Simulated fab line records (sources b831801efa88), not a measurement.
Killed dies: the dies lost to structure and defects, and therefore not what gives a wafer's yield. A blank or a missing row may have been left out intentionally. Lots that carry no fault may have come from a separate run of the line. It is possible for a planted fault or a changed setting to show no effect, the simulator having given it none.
Chamber matching | flow gf180mcu | GF_V5_CMP_04 on cmp-02 has 4 sister chambers
The step polishes SiO2. 8 wafers are shown with their chamber, then 9 later ones without.

== WAFERS, EACH WITH ITS CHAMBER ==
wafer  | chamber | motor_current_A (A) | platen_rpm (rpm)
L083.2 | 3       | 13.1                | 60.02
L085.5 | 1       | 10.5                | 60.00
L090.1 | 0       | 12.1                | 60.01
L090.2 | 2       | 10.3                | 59.96
L090.6 | 0       | 12.0                | 60.02
L091.3 | 3       | 12.9                | 59.92
L091.5 | 2       | 11.0                | 59.97
L091.6 | 1       | 10.2                | 59.99

== WAFERS WITHOUT THEIR CHAMBER ==
wafer  | motor_current_A (A) | platen_rpm (rpm)
L094.3 | 10.7                | 59.97
L094.4 | 12.0                | 60.05
L094.6 | 13.9                | 60.02
L096.1 | 13.0                | 59.99
L096.4 | 10.4                | 59.92
L096.5 | 12.1                | 59.97
L095.2 | 13.4                | 59.99
L095.3 | 11.0                | 59.96
L095.6 | 11.1                | 60.00

== EACH ONE'S CHAMBER ==
wafer  | from the rows above          | in truth
L094.3 | can't be placed: 2 or 1      | 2
L094.4 | 0                            | 0
L094.6 | 3                            | 3
L096.1 | 3                            | 3
L096.4 | can't be placed: 2 or 1      | 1
L096.5 | can't be placed: 0 or 3      | 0
L095.2 | 3                            | 3
L095.3 | can't be placed: 2 or 1      | 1
L095.6 | can't be placed: 2 or 1 or 0 | 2
Correct placement for 4 of the 9. From these rows, 5 cannot be placed; in 5 the true chamber is one of the candidates. Wrongly placed: 0.
How it was worked out, from the rows above alone: a wafer's distance from a chamber is the root of the sum, over the readings, of the square of ((its reading less the chamber's mean) divided by the reading's scatter). The wafer belongs to the nearest chamber; if the next one is less than 2 further off, it can't be placed. For every chamber, the mean is computed from those of its wafers that are shown. The scatter is the square root of a quotient: the sum, over the shown wafers, of each reading's squared deviation from its chamber's mean, divided by wafers minus chambers.
